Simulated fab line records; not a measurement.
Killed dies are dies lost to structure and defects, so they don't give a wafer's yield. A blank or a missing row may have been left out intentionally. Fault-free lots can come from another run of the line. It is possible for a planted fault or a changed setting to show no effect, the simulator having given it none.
A struck lot beside a sound one | flow sky130 | 20 out of 708 route steps
Sound: wafers L358.1, L358.4, L358.6. Struck: wafers L371.3, L371.4, L371.6. The cause comes at the end.
Order at every step that has rows: each side's tool, ch and its chambers, its first start. Under that, the readings that differ: sound wafers | struck wafers | difference of the means | sigmas: that difference in standard deviations of wafers without a fault.
alike: words and numbers the same on both sides, and readings whose means are apart by under 2 such deviations; not compared: readings that were withheld, readings missing a value for some wafer, numbers with overlapping values and no deviation given by the record, and bounds like >300 which may hide the same value.
Wherever a step has rows on one side only, a row that says differs or no value, or a row with sigmas, the two part there. Numbers that have no deviation but don't overlap get no sigmas and don't part them. A reading that every wafer of one side lacks parts them only if that side has two wafers or more.

first, 3 steps without rows for these wafers: SKY_SD_P_EXPOSE_04 (exposes mask PSDM, target cd 380 nm); SKY_SD_P_PEB_05; SKY_SD_P_DEVELOP_06 (develop time 57.7 s).
SKY_SD_P_CD_MEAS_07 targets a cd of 380 nm.
  sound on cd sem-01, day 26 19:22; struck on cd sem-01, day 31 04:09
  alike: cd nm
SKY_SD_P_OVL_MEAS_08:
  sound on overlay-01, day 26 19:29; struck on overlay-02, day 31 04:14
  alike: SD_P_OVL
following that, these wafers have no rows for 1 step: SKY_SD_P_IMPLANT_09.
SKY_SD_P_STRIP_10: strips in O2/N2.
  sound on plasma asher-01 ch 0,1, day 26 19:40; struck on plasma asher-01 ch 0,1, day 31 04:27
  alike: drypump motor current A, n2 flow sccm, oes product au, strip time to endpoint s
  not compared: rf hours counter h
SKY_SD_P_TW_MEAS_11:
  sound on film metro-03, day 26 19:46; struck on film metro-02, day 31 04:32
  alike: SD_P_TW
then, 4 steps without rows for these wafers: SKY_RES_XHIGH_DEHYDRATE_00 (time 60 s); SKY_RES_XHIGH_HMDS_01 (prime time 60 s); SKY_RES_XHIGH_COAT_02 (resist thk 1140 nm); SKY_RES_XHIGH_SOFTBAKE_03 (time 60 s).
SKY_RES_XHIGH_EXPOSE_04: exposes mask URPM, target cd 1270 nm.
  sound on iline stepper-02 ch 0, day 27 10:41; struck on iline stepper-01 ch 0, day 31 19:06
  reading | sound                | struck               | difference | sigmas
  mask    | URPM#0 URPM#0 URPM#0 | NSDM#0 NSDM#0 NSDM#0 | differs    |
then, 3 steps without rows for these wafers: SKY_RES_XHIGH_PEB_05; SKY_RES_XHIGH_DEVELOP_06 (develop time 60 s); SKY_RES_XHIGH_IMPLANT_07.
SKY_RES_XHIGH_STRIP_08: strips in O2/N2.
  sound on plasma asher-02 ch 0, day 28 01:07; struck on plasma asher-03 ch 0,1, day 32 08:54
  alike: drypump motor current A, n2 flow sccm, oes product au, strip time to endpoint s
  not compared: rf hours counter h
SKY_RES_XHIGH_TW_MEAS_09:
  sound on film metro-03, day 28 01:13; struck on film metro-03, day 32 08:59
  reading      | sound          | struck   | difference | sigmas
  RES_XHIGH_TW | 1635 1626 1626 | 30 30 30 | -1599      | -99 or more
then, 1 step without rows for these wafers: SKY_SD_N_DEHYDRATE_00 (time 60 s).
-- the record jumps here: 17 days lie between the struck wafers' starts before and after (it left off in module SD_N and takes up again in module PAD_OPEN, whose first step shown is number 708 of the route) --
SKY_PAD_OPEN_PROBE_99:
  sound on prober-01, day 46 18:37; struck on prober-01, day 49 17:23
  reading                                 | sound             | struck            | difference | sigmas
  killed at other                         | 0 0 0             | 409 414 415       | +413       | +99 or more
  killed dies                             | 82 68 63          | 492 492 492       | +421       | +43
  killed on rim                           | 18 15 11          | 96 96 96          | +81        | +23
  model.etest.res ndiff.line ohm um       | 770.6 774.6 737.7 | 925.1 945.1 943   | +176.8     |
  model.etest.nfet g5v0d10v5.r on ohm um  | 1902 1871 1884    | 1978 1995 2011    | +109       |
  model.etest.sonos uncharged.r on ohm um | 816.2 803.6 806.1 | 862.5 871 878.9   | +62.2      |
  model.etest.nfet_01v8.r on ohm um       | 853.9 837.5 821.7 | 915 914.7 918.6   | +78        |
  model.etest.licon ndiff.rc ohm          | 182 190.5 189.4   | 209.5 224.8 228.2 | +33.5      |
  model.etest.res ndiff.rs ohm sq         | 121 120.1 119.3   | 147.8 147.5 149.5 | +28.1      |
  model.etest.nfet_01v8_lvt.drive ua um   | 567.5 574.6 592   | 514.1 527.7 523.4 | -56.3      |
  model.etest.res ndiff hv.rs ohm sq      | 114.4 115.3 114.1 | 134.6 134.6 135.2 | +20.2      |
  alike: killed_at_M0_to_M3, killed_at_M4_up, killed at contacts, killed at front end, killed open, killed short

## WHERE THEY PART
At SKY_RES_XHIGH_EXPOSE_04 first; at SKY_PAD_OPEN_PROBE_99 last (within this record only).

WHY: what the simulator had put in
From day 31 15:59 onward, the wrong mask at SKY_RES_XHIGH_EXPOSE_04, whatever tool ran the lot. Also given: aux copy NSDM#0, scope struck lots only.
